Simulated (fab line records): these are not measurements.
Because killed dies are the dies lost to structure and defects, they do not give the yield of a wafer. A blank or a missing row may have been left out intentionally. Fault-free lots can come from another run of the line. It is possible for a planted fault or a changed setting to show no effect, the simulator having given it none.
Which tool was responsible?    flow sfqLine    Sampling: 14 lots, 42 wafers, 2 of 325 route steps

WHAT THE GAUGES SHOWED, per wafer
SFQ_L0V_OVL_MEAS_903.
lot   measured      on          L0V_OVL (nm)
L209  day 9 07:02   overlay-02  -1 2 3
L211  day 9 21:27   overlay-02  -2 -9 -6
L212  day 10 02:23  overlay-01  -7 -5 -3
L213  day 10 14:22  overlay-01  -7 0 -9
L214  day 10 19:10  overlay-02  -2 -3 0
L215  day 11 13:11  overlay-01  6 8 6
L217  day 12 03:44  overlay-01  10 -6 1
L218  day 12 08:33  overlay-01  -3 -5 -8
L219  day 12 13:21  overlay-02  1 4 -1
L220  day 12 20:32  overlay-01  -15 -4 -11
L222  day 13 10:11  overlay-01  -5 -2 -3
L224  day 14 06:35  overlay-02  1 1 -4
L230  day 15 17:50  overlay-01  5 1 -1
L231  day 15 23:58  overlay-01  -3 -1 -4

TOOL THAT RAN EACH LOT (tool first, then ch and the chambers of the sampled wafers, then the start)
lot   SFQ_TRILAYER_L0_BARC_OPEN_METAL_ETCH_010
L209  rieMetal-01 ch 1, day 4 17:19
L211  rieMetal-04 ch 0,1, day 5 06:31
L212  rieMetal-03 ch 0,1, day 5 10:08
L213  rieMetal-01 ch 0,1, day 5 20:55
L214  rieMetal-04 ch 0,1, day 6 02:43
L215  rieMetal-04 ch 0,1, day 7 05:44
L217  rieMetal-01 ch 0,1, day 7 17:50
L218  rieMetal-01 ch 0,1, day 7 20:16
L219  rieMetal-04 ch 0,1, day 8 01:04
L220  rieMetal-03 ch 0, day 8 07:02
L222  rieMetal-03 ch 0, day 8 19:02
L224  rieMetal-04 ch 0,1, day 9 09:28
L230  rieMetal-04 ch 0,1, day 10 17:58
L231  rieMetal-03 ch 1, day 10 21:34
- SFQ_TRILAYER_L0_BARC_OPEN_METAL_ETCH_010: etches BARC in O2, target depth 125 nm, time 41.7 s.

AS READ BY THE TOOLS THEMSELVES (means over the sampled wafers that have a number; for cases with no such wafer, the mark the record gives instead)
SFQ_TRILAYER_L0_BARC_OPEN_METAL_ETCH_010.
lot   tool         biasW (W)  drypumpMotorCurrentA (A)  oesProductAu (a.u.)  rfFwdPowerW (W)
L209  rieMetal-01  80.06      5.4                       0.680                596
L211  rieMetal-04  79.84      5.8                       0.683                594
L212  rieMetal-03  79.86      5.1                       0.685                591
L213  rieMetal-01  79.87      5.5                       0.688                591
L214  rieMetal-04  79.91      6.0                       0.685                592
L215  rieMetal-04  79.99      6.0                       0.680                593
L217  rieMetal-01  79.62      5.6                       0.691                592
L218  rieMetal-01  79.92      5.6                       0.686                595
L219  rieMetal-04  79.94      5.8                       0.687                595
L220  rieMetal-03  79.94      5.5                       0.687                587
L222  rieMetal-03  80.12      5.5                       0.681                588
L224  rieMetal-04  79.89      6.0                       0.681                592
L230  rieMetal-04  79.91      5.8                       0.684                594
L231  rieMetal-03  79.92      4.8                       0.686                591

THE ANSWER, worked out from the rows above alone
Rule: usual is defined by the lots themselves. The widest of any qualifying gaps counts: lots, ordered by their means at a reading, are off when they make up no more than a third of the lots, leave a main group of 4 or more, and stand apart from it by 3 or more times the standard deviation of that group's means. A main group whose means are all the same, to the digits that the tables above print for the reading, isn't used. A lot without any number at a reading at which 4 lots or more have one is off too. All remaining lots with rows at the step are treated as sound. First the gauges in route order, then the tools' own readings, where a lot's mean is used as printed above. The first step at which some lot is off is used, and at that step the reading that is off furthest; a lot without a number counts as furthest.
No lot is off at any reading shown: from this, nothing can be told.

WHAT WAS PUT IN BY THE SIMULATOR
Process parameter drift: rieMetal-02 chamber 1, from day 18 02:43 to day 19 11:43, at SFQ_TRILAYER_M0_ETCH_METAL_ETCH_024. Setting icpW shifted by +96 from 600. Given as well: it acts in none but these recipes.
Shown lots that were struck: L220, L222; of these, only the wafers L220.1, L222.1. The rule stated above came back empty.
